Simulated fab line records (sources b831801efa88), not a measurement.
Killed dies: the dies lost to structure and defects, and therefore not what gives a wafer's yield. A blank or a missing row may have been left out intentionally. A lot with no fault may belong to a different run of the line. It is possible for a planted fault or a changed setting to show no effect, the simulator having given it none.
A single fault, viewed from 2 desks | flow sky130 | what lay behind the numbers comes last; until then each desk has only its own

FOR THE TOOL OWNER'S DESK: lpcvd-03
The tool's own readings at SKY_SONOS_ONO_CVD_04 (deposits SiO2 from SiH4/N2O, target thk 5.7199 nm): means of the sampled wafers that have a number, for each lot that ran on this tool. The brackets show how far a lot's mean lies from the usual mean; more than 4 standard deviations puts the lot out of limits, marked OUT.
Columns: A = spikeTcLowerC at SKY_SONOS_ONO_CVD_04, usual 900.8 C; B = spikeTcTopC at SKY_SONOS_ONO_CVD_04, usual 912 C; C = zonePowerBottomPct at SKY_SONOS_ONO_CVD_04, usual 28.9 %
lot  | first seen here | A     | B   | C
L658 | day 11 07:37    | 900.2 | 915 | 27.0
L660 | day 12 08:11    | 900.6 | 914 | 26.9
L663 | day 12 22:45    | 899.0 | 916 | 26.8
L664 | day 13 13:12    | 901.2 | 910 | 31.1
L666 | day 14 01:32    | 900.4 | 915 | 27.2
L669 | day 15 11:21    | 902.9 | 910 | 31.2
L676 | day 18 02:32    | 899.8 | 914 | 27.0
L677 | day 18 04:57    | 901.8 | 909 | 31.1
L679 | day 18 14:09    | 899.7 | 915 | 26.8
L678 | day 18 18:28    | 901.9 | 907 | 31.4
L680 | day 19 01:34    | 900.5 | 915 | 26.9
L681 | day 19 05:37    | 899.5 | 916 | 27.1
This desk found nothing out of limits on any of the 12 lots.

THE METROLOGY DESK
Lot by lot, what the gauges showed, no matter which tool ran the lot: averages of those sampled wafers that carry a number. The brackets show how far a lot's mean lies from the usual mean; more than 4 standard deviations puts the lot out of limits, marked OUT.
Columns: A = SONOS_TUNNEL_OVL at SKY_SONOS_TUNNEL_OVL_MEAS_08, usual -0.6 nm; B = SONOS_ONO_CVD_04_THK at SKY_SONOS_ONO_THK_MEAS_05, usual 5.76 nm
lot  | first seen here | A    | B
L658 | day 11 02:54    | -0.4 | 5.90
L660 | day 12 03:05    | -0.8 | 5.93
L663 | day 12 19:43    | -0.7 | 5.68
L664 | day 13 07:43    | -1.8 | 5.76
L666 | day 13 19:20    | 0.2  | 5.85
L669 | day 15 07:43    | 1.6  | 6.04
L676 | day 17 22:55    | 0.4  | 5.78
L677 | day 18 01:32    | -1.2 | 5.83
L679 | day 18 11:05    | -0.7 | 5.84
L678 | day 18 11:34    | -0.0 | 5.90
L680 | day 18 19:02    | -3.7 | 5.92
L681 | day 18 22:59    | 1.8  | 5.88
This desk found nothing out of limits on any of the 12 lots.

PUT TOGETHER
The desk of the tool owner found nothing out of limits.
From the metrology desk's view, nothing was out of limits.

WHAT THE SIMULATOR HAD PUT IN
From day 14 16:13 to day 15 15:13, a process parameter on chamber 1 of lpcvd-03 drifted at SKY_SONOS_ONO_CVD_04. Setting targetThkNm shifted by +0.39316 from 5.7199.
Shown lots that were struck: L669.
